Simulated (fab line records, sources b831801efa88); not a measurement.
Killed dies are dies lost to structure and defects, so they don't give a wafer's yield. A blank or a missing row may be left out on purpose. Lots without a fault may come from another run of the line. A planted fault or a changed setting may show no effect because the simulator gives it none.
fab line records | flow sky130
record lots=12 wafers=36 last_day=50
route steps=708 shown LI_CONTACT@382 VIA1@470 METAL2@483
lots that met no fault: from a run of the same line without faults
start_h: hours from the record's first day to the start of the lot's first wafer shown | wait_h: hours since the lot's step before | " the same as in the row above | L1.1+2: a row that stands for several wafers | - no value, or no start given | * or withheld: withheld | < > ~ a bound
route shown NAME@n: a module of which the file shows steps, and the number in the route of the first | usual: mean/standard deviation of fault-free wafers | same: alike in all rows | chamber/n: place in a boat | sites: the reading at each site | _std_site: their standard deviation | _edge_site: outer sites' mean less inner sites' | radius_mm: how far each site lies from the wafer's centre | mask NAME#n: copy n | behind: the tool/chamber that last shaped the wafer | hold: why the lot was held/for how many hours/how that ended | device: the transistor (n, p or np) that didn't switch | end of line: the same wafers' tests at the end of the route | a step without rows: its recipe alone | killed: dies lost to structure and defects at the first sort, not the wafer's yield | map: a wafer's dies, x killed, . not, _ none there
set.NAME: the setting as run; set.NAME@STEP: as run at that earlier step | model.NAME: the simulator's own value behind a step, which no gauge read
steps of the route over a sample of lots; a table a step, a row a wafer
services: from which hour (start_h, from the record's first day; less than 0 if before it) a tool's chamber was out of use, for how many hours, and why
## steps
# step SKY_LI_CONTACT_SPUTTER_20
# recipe material=TiN target_thk_nm=20 chamber_pressure_pa=5 power_w=4000 time_s=80
# usual cathode_dc_power_W=4000.0/0.65 chamber_pressure_pa=4.999/0.01 throttle_valve_pct=30.3/0.64
# columns lot.wafer tool chamber start_h wait_h cathode_dc_power_W chamber_pressure_pa throttle_valve_pct
L875.1 pvd_sputter-01 - 674.59 0.0 3999.9 4.989 29.7
L875.2 " - " " 4000.2 5.000 29.2
L875.3 " - " " 3999.2 5.004 30.8
L877.1 pvd_sputter-01 - 701.00 0.0 3999.6 4.981 29.8
L877.2 " - " " 3999.6 4.991 30.5
L877.6 " - " " 3999.3 4.991 30.4
L882.1 pvd_sputter-01 - 739.00 0.0 3999.6 4.997 29.7
L882.4 " - " " 3999.8 5.004 31.2
L882.5 " - " " 3999.0 4.996 29.1
L880.2 pvd_sputter-01 - 739.74 0.0 4000.2 4.989 28.9
L880.3 " - " " 4000.7 5.015 29.8
L880.5 " - " " 4000.4 4.994 30.6
L883.1 pvd_sputter-03 - 743.07 0.0 4001.4 5.006 30.1
L883.2 " - " " 4000.3 4.987 30.7
L883.4 " - " " 4000.1 4.974 30.8
L884.3 pvd_sputter-03 - 748.59 0.0 4000.2 5.009 30.6
L884.5 " - " " 4001.3 4.993 30.5
L884.6 " - " " 4000.7 5.007 30.2
L890.3 pvd_sputter-04 - 790.37 0.0 4001.1 4.999 29.6
L890.5 " - " " 3999.6 4.996 29.6
L890.6 " - " " 3998.7 5.001 30.9
L893.1 pvd_sputter-03 - 817.00 0.0 4000.2 5.002 30.4
L893.3 " - " " 3999.3 5.008 30.8
L893.4 " - " " 3999.8 4.987 30.8
L894.3 pvd_sputter-01 - 825.19 0.0 4000.0 4.989 30.6
L894.4 " - " " 4000.6 4.985 28.8
L894.6 " - " " 4000.4 4.993 30.6
L895.3 pvd_sputter-04 - 828.14 0.0 4000.0 4.999 29.9
L895.4 " - " " 4000.6 5.000 29.7
L895.6 " - " " 4001.4 5.020 29.7
L896.1 pvd_sputter-03 - 832.80 0.0 4000.7 4.995 30.6
L896.5 " - " " 4000.0 5.012 30.5
L896.6 " - " " 3999.8 5.012 30.8
L897.1 pvd_sputter-04 - 840.55 0.0 3999.7 5.010 29.6
L897.2 " - " " 3999.8 4.992 31.0
L897.5 " - " " 4000.3 4.983 29.7
# step SKY_VIA1_CD_MEAS_12
# recipe target_cd_nm=150
# usual cd_nm=149.8/1.8
# columns lot.wafer tool chamber start_h wait_h cd_nm
L875.1 cd_sem-01 - 788.92 - 148.0
L875.2 " - " " 148.1
L875.3 " - " " 146.7
L877.1 cd_sem-02 - 814.00 - 152.1
L877.2 " - " " 151.1
L877.6 " - " " 151.2
L882.1 cd_sem-02 - 851.49 - 151.4
L882.4 " - " " 151.9
L882.5 " - " " 153.6
L880.2 cd_sem-01 - 852.97 - 152.0
L880.3 " - " " 151.4
L880.5 " - " " 151.5
L883.1 cd_sem-02 - 854.92 - 147.4
L883.2 " - " " 146.2
L883.4 " - " " 146.1
L884.3 cd_sem-01 - 860.51 - 149.7
L884.5 " - " " 149.4
L884.6 " - " " 149.2
L890.3 cd_sem-01 - 899.96 - 150.1
L890.5 " - " " 149.1
L890.6 " - " " 148.3
L893.1 cd_sem-02 - 926.42 - 152.0
L893.3 " - " " 152.5
L893.4 " - " " 152.9
L894.3 cd_sem-01 - 931.44 - 150.2
L894.4 " - " " 151.4
L894.6 " - " " 149.4
L895.3 cd_sem-02 - 934.46 - 148.9
L895.4 " - " " 150.1
L895.6 " - " " 148.8
L896.1 cd_sem-01 - 938.95 - 151.4
L896.5 " - " " 150.8
L896.6 " - " " 149.9
L897.1 cd_sem-01 - 947.94 - 149.8
L897.2 " - " " 150.4
L897.5 " - " " 151.8
# step SKY_VIA1_THK_MEAS_23
# recipe thk_meas_gauge=xrf reads=W_of_VIA1_CVD_21
# usual VIA1_W_THK=273/4.2
# columns lot.wafer tool chamber start_h wait_h VIA1_W_THK[nm]
L875.1 film_metro-04 - 790.08 0.1 277
L875.2 " - " " 275
L875.3 " - " " 276
L877.1 film_metro-01 - 815.11 0.1 270
L877.2 " - " " 278
L877.6 " - " " 272
L882.1 film_metro-04 - 852.60 0.1 273
L882.4 " - " " 271
L882.5 " - " " 275
L880.2 film_metro-03 - 854.11 0.1 269
L880.3 " - " " 275
L880.5 " - " " 276
L883.1 film_metro-01 - 856.03 0.1 272
L883.2 " - " " 275
L883.4 " - " " 275
L884.3 film_metro-01 - 861.69 0.1 272
L884.5 " - " " 275
L884.6 " - " " 271
L890.3 film_metro-01 - 901.49 0.1 271
L890.5 " - " " 272
L890.6 " - " " 271
L893.1 film_metro-01 - 927.58 0.1 264
L893.3 " - " " 269
L893.4 " - " " 269
L894.3 film_metro-04 - 932.61 0.1 270
L894.4 " - " " 271
L894.6 " - " " 268
L895.3 film_metro-03 - 935.56 0.1 264
L895.4 " - " " 272
L895.6 " - " " 268
L896.1 film_metro-03 - 940.10 0.1 271
L896.5 " - " " 270
L896.6 " - " " 269
L897.1 film_metro-04 - 949.13 0.1 267
L897.2 " - " " 266
L897.5 " - " " 267
# step SKY_METAL2_SPUTTER_00
# recipe material=Ti target_thk_nm=15 power_w=3000 time_s=10 chamber_pressure_pa=0.4
# usual cathode_dc_power_W=3000.0/0.53 chamber_pressure_pa=0.4000/0.00078 throttle_valve_pct=30.0/0.79
# columns lot.wafer tool chamber start_h wait_h cathode_dc_power_W chamber_pressure_pa throttle_valve_pct
L875.1 pvd_sputter-02 - 790.44 0.2 3000.3 0.3999 28.7
L875.2 " - " " 2999.8 0.4008 30.1
L875.3 " - " " 3000.5 0.3997 30.5
L877.1 pvd_sputter-01 - 815.68 0.1 2998.9 0.3992 30.7
L877.2 " - " " 2999.9 0.3996 31.1
L877.6 " - " " 2999.9 0.4007 30.6
L882.1 pvd_sputter-01 - 852.96 0.1 3000.2 0.4004 29.0
L882.4 " - " " 3000.7 0.4009 31.2
L882.5 " - " " 3000.2 0.4000 30.6
L880.2 pvd_sputter-02 - 854.69 0.1 3000.3 0.4002 30.7
L880.3 " - " " 2999.8 0.4009 30.1
L880.5 " - " " 2999.7 0.3994 30.5
L883.1 pvd_sputter-04 - 856.39 0.2 3000.1 0.3993 29.0
L883.2 " - " " 3000.1 0.3995 29.8
L883.4 " - " " 2999.4 0.4003 30.1
L884.3 pvd_sputter-02 - 862.03 0.2 2999.7 0.4006 28.7
L884.5 " - " " 2999.9 0.3997 30.2
L884.6 " - " " 2999.4 0.3995 30.8
L890.3 pvd_sputter-02 - 901.83 0.1 3000.3 0.4012 29.8
L890.5 " - " " 3000.3 0.4003 30.3
L890.6 " - " " 2999.9 0.3999 30.8
L893.1 pvd_sputter-02 - 927.94 0.1 - - -
L893.3 " - " " - - -
L893.4 " - " " - - -
L894.3 pvd_sputter-01 - 932.95 0.1 - - -
L894.4 " - " " - - -
L894.6 " - " " - - -
L895.3 pvd_sputter-01 - 935.90 0.1 2999.7 0.3999 31.3
L895.4 " - " " 2999.0 0.4012 29.7
L895.6 " - " " 3000.4 0.4005 29.1
L896.1 pvd_sputter-02 - 940.46 0.2 3000.3 0.3994 29.9
L896.5 " - " " 2999.9 0.4000 29.7
L896.6 " - " " 3000.8 0.3996 30.8
L897.1 pvd_sputter-02 - 949.49 0.2 3000.3 0.3995 30.6
L897.2 " - " " 3000.9 0.4011 30.3
L897.5 " - " " 2999.3 0.3999 30.2
## services
# columns tool chamber start_h hours kind
pvd_sputter-04 - 669.81 3.9 repair
pvd_sputter-03 - 705.14 1.5 repair
pvd_sputter-04 - 732.53 12.1 repair
pvd_sputter-03 - 736.49 4.8 repair
pvd_sputter-04 - 808.60 3.7 repair
pvd_sputter-02 - 814.32 2.1 repair
pvd_sputter-01 - 818.68 1.0 repair
pvd_sputter-02 - 870.27 2.4 repair
pvd_sputter-04 - 872.23 7.8 repair
pvd_sputter-04 - 879.08 1.4 repair
pvd_sputter-04 - 933.97 2.4 repair
pvd_sputter-03 - 943.03 1.7 repair
## key
first_sign step=SKY_METAL2_SPUTTER_00 reading=tool_record direction=missing
effect none on later readings
met_at SKY_METAL2_SPUTTER_00
struck_lots L893,L894
not_acting_at SKY_LI_CONTACT_SPUTTER_20,SKY_VIA1_CD_MEAS_12,SKY_VIA1_THK_MEAS_23
onset_between 901.83 927.94
fault kind=skipped_step_whole tool=pvd_sputter-01,pvd_sputter-02 chamber=- onset_h=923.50 steps=SKY_METAL2_SPUTTER_00 scope=struck_lots_only
